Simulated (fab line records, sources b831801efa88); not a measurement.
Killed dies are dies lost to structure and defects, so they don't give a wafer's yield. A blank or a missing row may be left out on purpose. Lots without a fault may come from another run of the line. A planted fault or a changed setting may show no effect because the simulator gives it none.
Which tool did it? | flow gf180mcu | 24 lots, 72 wafers sampled, at 3 steps of a route of 602

WHAT THE GAUGES READ, wafer by wafer
GF_V2_CD_MEAS_14: target cd 260 nm.
lot  | measured     | on        | cd_nm (nm)
L074 | day 20 08:36 | cd_sem-01 | 259.7 258.9 261.1
L075 | day 20 18:18 | cd_sem-02 | 259.6 260.3 259.1
L076 | day 21 00:13 | cd_sem-02 | 257.1 258.1 258.0
L077 | day 21 16:25 | cd_sem-01 | 260.3 263.2 262.9
L078 | day 21 22:16 | cd_sem-02 | 259.9 260.4 260.5
L079 | day 22 09:07 | cd_sem-01 | 260.9 260.6 260.3
L080 | day 22 14:51 | cd_sem-01 | 262.0 260.9 261.8
L081 | day 22 22:59 | cd_sem-01 | 259.8 260.2 260.2
L082 | day 23 04:41 | cd_sem-01 | 261.6 262.6 261.3
L083 | day 23 12:04 | cd_sem-01 | 259.5 259.8 261.3
L084 | day 24 01:24 | cd_sem-02 | 258.2 259.4 257.9
L085 | day 24 16:07 | cd_sem-01 | 261.8 261.8 261.7
L086 | day 24 16:47 | cd_sem-01 | 260.4 260.0 260.2
L087 | day 24 23:58 | cd_sem-02 | 260.8 260.0 259.5
L088 | day 25 04:35 | cd_sem-01 | 259.9 260.3 259.5
L089 | day 25 11:28 | cd_sem-01 | 259.9 260.2 260.0
L090 | day 25 22:10 | cd_sem-02 | 259.9 260.0 259.7
L091 | day 26 04:32 | cd_sem-01 | 260.9 261.5 259.8
L092 | day 26 10:40 | cd_sem-01 | 261.2 260.2 259.6
L093 | day 26 18:52 | cd_sem-01 | 260.0 260.8 260.3
L094 | day 27 03:40 | cd_sem-01 | 261.2 259.6 260.4
L095 | day 27 15:20 | cd_sem-01 | 260.6 259.4 259.7
L096 | day 27 16:51 | cd_sem-01 | 260.0 259.9 261.9
L097 | day 27 22:25 | cd_sem-01 | 261.4 260.9 261.0

GF_V2_RS_MEAS_24: measures by four-point-probe.
lot  | measured     | on            | V2_W_RS (ohm/sq)
L074 | day 20 09:38 | film_metro-02 | 0.325 0.329 0.317
L075 | day 20 19:26 | film_metro-01 | 0.324 0.323 0.327
L076 | day 21 01:15 | film_metro-02 | 0.330 0.331 0.323
L077 | day 21 17:27 | film_metro-01 | 0.329 0.325 0.332
L078 | day 21 23:25 | film_metro-04 | 0.330 0.331 0.333
L079 | day 22 10:10 | film_metro-01 | 0.327 0.328 0.327
L080 | day 22 15:55 | film_metro-02 | 0.333 0.332 0.337
L081 | day 23 00:02 | film_metro-01 | 0.334 0.331 0.334
L082 | day 23 05:46 | film_metro-02 | 0.329 0.327 0.330
L083 | day 23 13:07 | film_metro-04 | 0.329 0.339 0.334
L084 | day 24 02:26 | film_metro-01 | 0.333 0.336 0.335
L085 | day 24 17:08 | film_metro-02 | 0.329 0.333 0.331
L086 | day 24 17:49 | film_metro-02 | 0.327 0.329 0.324
L087 | day 25 01:01 | film_metro-04 | 0.331 0.331 0.326
L088 | day 25 05:38 | film_metro-04 | 0.325 0.328 0.327
L089 | day 25 12:29 | film_metro-04 | 0.329 0.325 0.332
L090 | day 25 23:12 | film_metro-04 | 0.332 0.325 0.329
L091 | day 26 05:41 | film_metro-02 | 0.329 0.333 0.331
L092 | day 26 11:43 | film_metro-04 | 0.333 0.333 0.333
L093 | day 26 19:53 | film_metro-02 | 0.322 0.320 0.323
L094 | day 27 04:41 | film_metro-02 | 0.329 0.326 0.324
L095 | day 27 16:23 | film_metro-02 | 0.323 0.326 0.320
L096 | day 27 17:56 | film_metro-01 | 0.322 0.331 0.320
L097 | day 27 23:28 | film_metro-02 | 0.335 0.329 0.329

GF_V4_CD_MEAS_14: target cd 260 nm.
lot  | measured     | on        | cd_nm (nm)
L074 | day 24 12:05 | cd_sem-01 | 260.7 261.7 261.4
L075 | day 24 20:54 | cd_sem-02 | 260.1 261.8 261.1
L076 | day 25 00:13 | cd_sem-01 | 260.0 261.9 260.2
L077 | day 25 15:13 | cd_sem-02 | 261.1 261.1 260.3
L078 | day 25 21:25 | cd_sem-01 | 260.6 260.5 260.4
L079 | day 26 07:25 | cd_sem-02 | 260.7 261.3 260.6
L080 | day 26 09:19 | cd_sem-02 | 263.5 262.1 261.6
L081 | day 26 20:43 | cd_sem-01 | 260.4 260.1 259.7
L082 | day 26 23:28 | cd_sem-02 | 261.7 262.9 262.5
L083 | day 27 06:20 | cd_sem-01 | 259.6 259.1 258.5
L084 | day 27 20:31 | cd_sem-01 | 260.1 259.5 259.2
L085 | day 28 08:48 | cd_sem-02 | 260.7 260.6 260.5
L086 | day 28 09:10 | cd_sem-01 | 261.1 261.0 262.0
L087 | day 28 15:52 | cd_sem-02 | 260.1 260.8 260.4
L088 | day 28 19:09 | cd_sem-01 | 261.9 260.6 261.0
L089 | day 29 01:06 | cd_sem-02 | 260.8 261.1 259.6
L090 | day 29 12:55 | cd_sem-02 | 260.4 258.9 260.0
L091 | day 29 17:23 | cd_sem-01 | 260.8 259.9 260.3
L092 | day 29 22:19 | cd_sem-02 | 261.3 260.7 260.3
L093 | day 30 06:28 | cd_sem-01 | 261.4 259.7 260.6
L094 | day 30 13:55 | cd_sem-01 | 261.0 260.7 261.7
L095 | day 31 01:40 | cd_sem-02 | 261.0 259.5 259.3
L096 | day 31 02:55 | cd_sem-02 | 260.2 261.0 260.2
L097 | day 31 08:11 | cd_sem-02 | 260.0 259.5 259.1

WHICH TOOL RAN EACH LOT (tool, then ch and the chambers of the sampled wafers, then the start)
The record holds no process step before these readings.

WHAT THE TOOLS THEMSELVES READ (means of the sampled wafers that have a number; where no wafer has one, the mark that the record gives instead)
The record holds no such reading with a usual standard deviation.

THE ANSWER, worked out from the rows above alone
Rule: what is usual is taken from the lots themselves. Put in order of their means at a reading, lots are off if they are a third of the lots or fewer, leave a main group of 4 or more, and stand apart from it by a gap of 3 or more times the standard deviation of the main group's means; of several such gaps the widest counts. A main group whose means are all the same, to the digits that the tables above print for the reading, isn't used. A lot without any number at a reading at which 4 lots or more have one is off too. The other lots that the step has rows for count as sound. The gauges are gone through in route order, then the tools' own readings, and for those a lot's mean is taken as printed above. The first step at which some lot is off is used, and at that step the reading that is off furthest; a lot without a number counts as furthest.
No lot is off at any reading shown: from this, nothing can be told.

WHAT THE SIMULATOR HAD PUT IN
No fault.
